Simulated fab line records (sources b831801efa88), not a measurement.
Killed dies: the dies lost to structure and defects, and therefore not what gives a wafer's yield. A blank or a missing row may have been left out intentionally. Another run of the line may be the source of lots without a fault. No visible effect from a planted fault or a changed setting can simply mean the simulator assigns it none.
fab line records ; flow sky130
record lots=12; wafers=36; last-day=50
route steps=708 shown FIELD_ISO@14 LDD_N@248 LOCAL_INTERCONNECT@398
lots that met no fault: taken from a fault-free run of the same line
start-h: start of the lot's first displayed wafer, in hours after the record's first day ; wait-h: hours from the lot's prior step to this one ; " as in the row above ; L1.1+2: a row that stands for several wafers ; - no value, or no start given ; * or withheld: withheld ; < > ~ a bound
route shown NAME@n: a module of which the file shows steps, and the number in the route of the first ; usual: mean/standard deviation taken from wafers without a fault ; same: alike in all rows ; chamber/n: place in a boat ; sites: the reading at each site ; _std_site: the values' standard deviation ; _edge_site: the outer-site mean with the inner-site mean subtracted ; radius-mm: for every site, how far away it sits from the centre of the wafer ; mask NAME#n: copy n ; behind: the last tool/chamber to shape the wafer ; hold: reason for holding the lot/hours on hold/outcome of the hold ; device: whichever transistor did not switch (one of n, p or np) ; end of line: at the end of the route, the tests of the same wafers ; a step without rows: its recipe alone ; killed: the dies lost at the first sort to structure and to defects; this is not the yield of the wafer ; map: shows each die of a wafer: x if killed, . if not, _ if none is there
set.NAME: the run value of the setting; set.NAME@STEP: its run value at that earlier step ; model.NAME: the simulator's own value behind a step, which no gauge read
a sample of lots followed through the steps of the route, with each step as a table and each wafer as a row
services: the hour from which a tool's chamber was out of use, counted from the record's first day as start-h (under 0 if before that day), plus the number of hours and why
## steps
# step SKY_FIELD_ISO_CD_MEAS_13
# recipe target-cd-nm=150
# usual cd-nm=149.8/1.6
lot.wafer;tool;chamber;start-h;wait-h;cd-nm
L837.1;cd-sem-01;-;42.43;-;148.4
L837.2;cd-sem-01;-;42.43;-;150.0
L837.4;cd-sem-01;-;42.43;-;149.0
L838.1;cd-sem-01;-;47.49;-;152.3
L838.4;cd-sem-01;-;47.49;-;151.1
L838.6;cd-sem-01;-;47.49;-;152.1
L839.2;cd-sem-01;-;52.71;-;148.2
L839.3;cd-sem-01;-;52.71;-;150.1
L839.5;cd-sem-01;-;52.71;-;150.5
L840.2;cd-sem-02;-;56.65;-;152.1
L840.3;cd-sem-02;-;56.65;-;150.3
L840.5;cd-sem-02;-;56.65;-;149.3
L841.1;cd-sem-01;-;60.07;-;145.5
L841.2;cd-sem-01;-;60.07;-;144.5
L841.6;cd-sem-01;-;60.07;-;146.2
L842.4;cd-sem-02;-;64.79;-;149.9
L842.5;cd-sem-02;-;64.79;-;150.2
L842.6;cd-sem-02;-;64.79;-;150.2
L845.2;cd-sem-02;-;80.00;-;150.3
L845.4;cd-sem-02;-;80.00;-;149.8
L845.5;cd-sem-02;-;80.00;-;152.1
L846.2;cd-sem-01;-;86.44;-;145.6
L846.4;cd-sem-01;-;86.44;-;147.5
L846.5;cd-sem-01;-;86.44;-;147.6
L852.2;cd-sem-02;-;117.35;-;150.4
L852.4;cd-sem-02;-;117.35;-;151.3
L852.6;cd-sem-02;-;117.35;-;149.8
L853.1;cd-sem-02;-;122.79;-;150.3
L853.2;cd-sem-02;-;122.79;-;150.7
L853.4;cd-sem-02;-;122.79;-;151.3
L857.3;cd-sem-01;-;147.73;-;147.6
L857.4;cd-sem-01;-;147.73;-;146.1
L857.5;cd-sem-01;-;147.73;-;147.6
L858.1;cd-sem-01;-;152.88;-;150.9
L858.2;cd-sem-01;-;152.88;-;151.3
L858.6;cd-sem-01;-;152.88;-;151.2
# step SKY_LDD_N_IMPLANT_11
# recipe species=As; energy-kev=20; dose-cm2=7.5e+13; tilt-deg=withheld; rotation-deg=293
# usual beam-on-s=10.00/0.19; dose-ions-cm2=7.5e+13/8.1e+10; faraday-current-uA=423/8.1
lot.wafer;tool;chamber;start-h;wait-h;beam-on-s;dose-ions-cm2;faraday-current-uA
L837.1;implanter-02;0;417.49;0.1;9.55;7.511e+13;441
L837.2;implanter-02;0;417.49;0.1;10.14;7.514e+13;417
L837.4;implanter-02;0;417.49;0.1;9.66;7.493e+13;436
L839.2;implanter-02;0;426.65;0.1;9.97;7.506e+13;423
L839.3;implanter-02;0;426.65;0.1;10.01;7.5e+13;422
L839.5;implanter-02;0;426.65;0.1;9.86;7.511e+13;429
L838.1;implanter-01;0;426.79;0.1;10.29;7.496e+13;413
L838.4;implanter-01;0;426.79;0.1;10.13;7.501e+13;419
L838.6;implanter-01;0;426.79;0.1;9.99;7.497e+13;424
L840.2;implanter-02;0;443.72;0.1;10.04;7.495e+13;423
L840.3;implanter-02;0;443.72;0.1;10.09;7.502e+13;419
L840.5;implanter-02;0;443.72;0.1;10.05;7.485e+13;420
L841.1;implanter-03;0;456.15;0.1;10.05;7.499e+13;420
L841.2;implanter-03;0;456.15;0.1;9.61;7.5e+13;442
L841.6;implanter-03;0;456.15;0.1;10.15;7.501e+13;415
L842.4;implanter-01;0;464.90;0.1;10.06;7.502e+13;420
L842.5;implanter-01;0;464.90;0.1;10.07;7.486e+13;420
L842.6;implanter-01;0;464.90;0.1;9.94;7.489e+13;424
L846.2;implanter-01;0;495.92;0.1;10.07;7.492e+13;418
L846.4;implanter-01;0;495.92;0.1;9.91;7.509e+13;426
L846.5;implanter-01;0;495.92;0.1;9.68;7.503e+13;436
L845.2;implanter-03;0;496.52;0.1;10.16;7.5e+13;417
L845.4;implanter-03;0;496.52;0.1;10.19;7.498e+13;415
L845.5;implanter-03;0;496.52;0.1;10.04;7.483e+13;422
L852.2;implanter-03;0;549.81;0.1;9.93;5.978e+13;339
L852.4;implanter-03;0;549.81;0.1;9.83;5.98e+13;344
L852.6;implanter-03;0;549.81;0.1;9.78;5.977e+13;343
L853.1;implanter-03;0;555.89;0.1;10.59;5.975e+13;316
L853.2;implanter-03;0;555.89;0.1;10.08;5.952e+13;334
L853.4;implanter-03;0;555.89;0.1;9.98;5.952e+13;336
L857.3;implanter-02;0;591.19;0.1;10.28;7.506e+13;409
L857.4;implanter-02;0;591.19;0.1;10.08;7.502e+13;419
L857.5;implanter-02;0;591.19;0.1;10.13;7.494e+13;418
L858.1;implanter-02;0;595.84;0.1;9.78;7.492e+13;434
L858.2;implanter-02;0;595.84;0.1;9.61;7.49e+13;437
L858.6;implanter-02;0;595.84;0.1;9.97;7.498e+13;422
# step SKY_LDD_N_STRIP_16
# recipe chemistry=O2/N2; power-w=1400; pressure-mtorr=1500; platen-temp-c=withheld; o2-flow-sccm=3000; n2-flow-sccm=300; overash-fraction=0.5
# usual drypump-motor-current-A=5.6/0.58; oes-product-au=0.406/0.0044; strip-time-to-endpoint-s=4.316/0.013
lot.wafer;tool;chamber;start-h;wait-h;drypump-motor-current-A;oes-product-au;rf-hours-counter-h;strip-time-to-endpoint-s
L837.1;plasma-asher-02;0;418.24;0.1;6.4;0.404;71;4.304
L837.2;plasma-asher-02;1;418.24;0.1;4.9;0.404;71;4.308
L837.4;plasma-asher-02;0;418.24;0.1;6.4;0.401;-;4.332
L839.2;plasma-asher-01;1;427.37;0.1;5.8;0.409;59;4.321
L839.3;plasma-asher-01;1;427.37;0.1;5.8;0.399;-;4.320
L839.5;plasma-asher-01;0;427.37;0.1;5.2;0.401;-;4.317
L838.1;plasma-asher-02;1;427.54;0.1;4.9;0.396;73;4.323
L838.4;plasma-asher-02;0;427.54;0.1;6.4;0.405;-;4.297
L838.6;plasma-asher-02;0;427.54;0.1;6.4;0.403;-;4.317
L840.2;plasma-asher-01;1;444.45;0.1;5.8;0.408;60;4.300
L840.3;plasma-asher-01;1;444.45;0.1;5.8;0.406;-;4.311
L840.5;plasma-asher-01;1;444.45;0.1;5.8;0.410;-;4.332
L841.1;plasma-asher-03;0;456.90;0.1;6.3;0.408;3;4.307
L841.2;plasma-asher-03;1;456.90;0.1;4.9;0.403;3;4.313
L841.6;plasma-asher-03;0;456.90;0.1;6.2;0.404;-;4.309
L842.4;plasma-asher-03;1;465.61;0.1;4.9;0.404;-;4.315
L842.5;plasma-asher-03;1;465.61;0.1;4.9;0.411;-;4.293
L842.6;plasma-asher-03;0;465.61;0.1;6.2;0.403;-;4.315
L846.2;plasma-asher-01;0;496.65;0.1;5.2;0.395;66;4.329
L846.4;plasma-asher-01;1;496.65;0.1;5.9;0.411;-;4.298
L846.5;plasma-asher-01;1;496.65;0.1;5.9;0.399;-;4.322
L845.2;plasma-asher-01;0;497.25;0.1;5.2;0.403;66;4.314
L845.4;plasma-asher-01;0;497.25;0.1;5.2;0.406;-;4.303
L845.5;plasma-asher-01;0;497.25;0.1;5.2;0.402;-;4.304
L852.2;plasma-asher-01;0;550.54;0.1;5.2;0.400;72;4.264
L852.4;plasma-asher-01;1;550.54;0.1;5.8;0.408;-;4.279
L852.6;plasma-asher-01;0;550.54;0.1;5.2;0.405;-;4.262
L853.1;plasma-asher-01;1;556.64;0.1;5.8;0.405;72;4.284
L853.2;plasma-asher-01;0;556.64;0.1;5.2;0.409;72;4.279
L853.4;plasma-asher-01;1;556.64;0.1;5.8;0.406;-;4.263
L857.3;plasma-asher-02;0;591.92;0.1;6.4;0.410;-;4.330
L857.4;plasma-asher-02;1;591.92;0.1;4.8;0.400;-;4.314
L857.5;plasma-asher-02;0;591.92;0.1;6.4;0.404;-;4.337
L858.1;plasma-asher-01;0;596.59;0.1;5.2;0.411;76;4.304
L858.2;plasma-asher-01;1;596.59;0.1;5.8;0.406;76;4.310
L858.6;plasma-asher-01;1;596.59;0.1;5.8;0.413;-;4.316
# step SKY_LOCAL_INTERCONNECT_CD_MEAS_11
# recipe target-cd-nm=170
# usual cd-nm=169.9/1.7
lot.wafer;tool;chamber;start-h;wait-h;cd-nm
L837.1;cd-sem-02;-;717.58;-;172.1
L837.2;cd-sem-02;-;717.58;-;172.9
L837.4;cd-sem-02;-;717.58;-;173.0
L839.2;cd-sem-01;-;728.05;-;170.0
L839.3;cd-sem-01;-;728.05;-;169.4
L839.5;cd-sem-01;-;728.05;-;168.7
L838.1;cd-sem-01;-;728.15;-;169.6
L838.4;cd-sem-01;-;728.15;-;171.7
L838.6;cd-sem-01;-;728.15;-;170.2
L840.2;cd-sem-02;-;739.71;-;171.4
L840.3;cd-sem-02;-;739.71;-;171.0
L840.5;cd-sem-02;-;739.71;-;171.7
L841.1;cd-sem-02;-;752.18;-;172.7
L841.2;cd-sem-02;-;752.18;-;170.6
L841.6;cd-sem-02;-;752.18;-;171.9
L842.4;cd-sem-02;-;760.82;-;169.2
L842.5;cd-sem-02;-;760.82;-;169.0
L842.6;cd-sem-02;-;760.82;-;167.5
L846.2;cd-sem-01;-;786.78;-;167.7
L846.4;cd-sem-01;-;786.78;-;167.2
L846.5;cd-sem-01;-;786.78;-;166.4
L845.2;cd-sem-01;-;790.24;-;170.4
L845.4;cd-sem-01;-;790.24;-;171.6
L845.5;cd-sem-01;-;790.24;-;170.4
L852.2;cd-sem-02;-;833.68;-;169.6
L852.4;cd-sem-02;-;833.68;-;170.7
L852.6;cd-sem-02;-;833.68;-;169.8
L853.1;cd-sem-02;-;844.03;-;169.0
L853.2;cd-sem-02;-;844.03;-;170.6
L853.4;cd-sem-02;-;844.03;-;167.9
L857.3;cd-sem-01;-;871.13;-;169.0
L857.4;cd-sem-01;-;871.13;-;168.3
L857.5;cd-sem-01;-;871.13;-;170.2
L858.1;cd-sem-01;-;873.29;-;171.8
L858.2;cd-sem-01;-;873.29;-;171.0
L858.6;cd-sem-01;-;873.29;-;171.1
# step SKY_LOCAL_INTERCONNECT_ETCH_13
# recipe chemistry=N2/H2; target=BARC; ion-energy-ev=200; bias-w=100; pressure-mtorr=30; n2-flow-sccm=100; h2-flow-sccm=200; icp-w=500; stop-on=SiO2; time-s=45.9; target-depth-a=600
# usual drypump-motor-current-A=5.7/0.34; oes-product-au=0.856/0.0043; throttle-valve-pct=13.225/0.01
lot.wafer;tool;chamber;start-h;wait-h;drypump-motor-current-A;oes-product-au;rf-hours-counter-h;throttle-valve-pct
L837.1;rie-metal-02;1;717.73;0.0;6.0;0.859;2;13.233
L837.2;rie-metal-02;0;717.73;0.0;5.7;0.847;11;13.235
L837.4;rie-metal-02;0;717.73;0.0;5.7;0.855;-;13.240
L839.2;rie-metal-02;1;728.18;0.0;5.9;0.857;2;13.209
L839.3;rie-metal-02;0;728.18;0.0;5.7;0.862;-;13.219
L839.5;rie-metal-02;1;728.18;0.0;5.9;0.861;-;13.245
L838.1;rie-metal-04;0;728.30;0.0;5.7;0.860;13;13.208
L838.4;rie-metal-04;1;728.30;0.0;6.3;0.853;-;13.217
L838.6;rie-metal-04;1;728.30;0.0;6.3;0.858;-;13.243
L840.2;rie-metal-03;1;739.84;0.0;5.2;0.851;3;13.232
L840.3;rie-metal-03;0;739.84;0.0;5.6;0.863;-;13.222
L840.5;rie-metal-03;0;739.84;0.0;5.6;0.850;-;13.213
L841.1;rie-metal-04;0;752.33;0.0;5.7;0.853;14;13.224
L841.2;rie-metal-04;1;752.33;0.0;6.4;0.846;2;13.223
L841.6;rie-metal-04;1;752.33;0.0;6.3;0.855;-;13.222
L842.4;rie-metal-03;0;760.94;0.0;5.7;0.847;-;13.220
L842.5;rie-metal-03;0;760.94;0.0;5.6;0.855;-;13.231
L842.6;rie-metal-03;1;760.94;0.0;5.2;0.862;-;13.233
L846.2;rie-metal-03;0;786.92;0.0;5.6;0.853;12;13.225
L846.4;rie-metal-03;0;786.92;0.0;5.7;0.854;-;13.229
L846.5;rie-metal-03;1;786.92;0.0;5.2;0.861;-;13.235
L845.2;rie-metal-02;1;790.37;0.0;5.9;0.858;5;13.221
L845.4;rie-metal-02;1;790.37;0.0;5.9;0.862;-;13.230
L845.5;rie-metal-02;1;790.37;0.0;5.9;0.857;-;13.220
L852.2;rie-metal-03;1;833.82;0.0;5.2;0.860;6;13.226
L852.4;rie-metal-03;1;833.82;0.0;5.2;0.867;-;13.220
L852.6;rie-metal-03;1;833.82;0.0;5.2;0.850;-;13.219
L853.1;rie-metal-04;0;844.18;0.0;5.7;0.852;3;13.220
L853.2;rie-metal-04;1;844.18;0.0;6.4;0.858;7;13.232
L853.4;rie-metal-04;1;844.18;0.0;6.3;0.853;-;13.228
L857.3;rie-metal-03;1;871.27;0.0;5.2;0.856;-;13.235
L857.4;rie-metal-03;0;871.27;0.0;5.6;0.863;-;13.225
L857.5;rie-metal-03;0;871.27;0.0;5.6;0.856;-;13.226
L858.1;rie-metal-03;1;873.44;0.0;5.1;0.856;8;13.216
L858.2;rie-metal-03;0;873.44;0.0;5.6;0.854;17;13.236
L858.6;rie-metal-03;1;873.44;0.0;5.2;0.860;-;13.215
## services
tool;chamber;start-h;hours;kind
plasma-asher-01;-;407.28;2.8;pm
implanter-02;-;409.17;4.1;repair
implanter-03;-;437.06;1.8;pm
implanter-03;-;449.85;2.4;repair
rie-metal-02;1;459.19;2.5;repair
implanter-02;-;503.53;3.3;repair
rie-metal-03;-;534.93;1.4;pm
implanter-03;-;589.34;141.5;pm
rie-metal-03;-;613.45;1.1;repair
rie-metal-03;1;615.52;14.0;repair
plasma-asher-01;-;682.50;3.4;repair
rie-metal-03;-;692.69;0.7;repair
rie-metal-03;1;694.35;1.6;repair
rie-metal-03;1;697.90;3.2;repair
implanter-03;-;742.58;4.0;repair
implanter-03;-;755.26;2.0;repair
plasma-asher-01;-;770.33;11.5;repair
implanter-02;-;787.49;5.5;pm
rie-metal-03;1;789.67;1.2;repair
implanter-03;-;842.83;3.7;repair
implanter-03;-;846.57;6.2;pm
rie-metal-03;-;847.04;1.2;repair
implanter-02;-;847.17;5.2;repair
implanter-02;-;855.85;8.6;repair
## key
first-sign step=SKY_LDD_N_IMPLANT_11; reading=dose-ions-cm2; direction=down; sigmas=99+; usual=*; struck=*
effect step=SKY_LDD_N_IMPLANT_11; reading=faraday-current-uA; direction=down; sigmas=11; usual=423; struck=335
effect step=SKY_LDD_N_STRIP_16; reading=strip-time-to-endpoint-s; direction=down; sigmas=3.3; usual=*; struck=*
met-at SKY_LDD_N_IMPLANT_11
struck-lots L852,L853
tester-left-out L852,L853
not-acting-at SKY_FIELD_ISO_CD_MEAS_13,SKY_LOCAL_INTERCONNECT_CD_MEAS_11,SKY_LOCAL_INTERCONNECT_ETCH_13
onset-between 496.52 549.81
fault kind=process-parameter-drift; tool=implanter-03; chamber=-; onset-h=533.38; steps=SKY_LDD_N_IMPLANT_11; channel=dose-cm2; offset=*; shape=step; end-h=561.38; acts-in=*; stated=*
# tester-left-out: of these lots the tester's yield and bins aren't shown, on N5 and GAA mostly nor the transistor test; their killed dies are dies lost to structure and defects alone, not to doping, threshold or leakage, so they don't give the yield
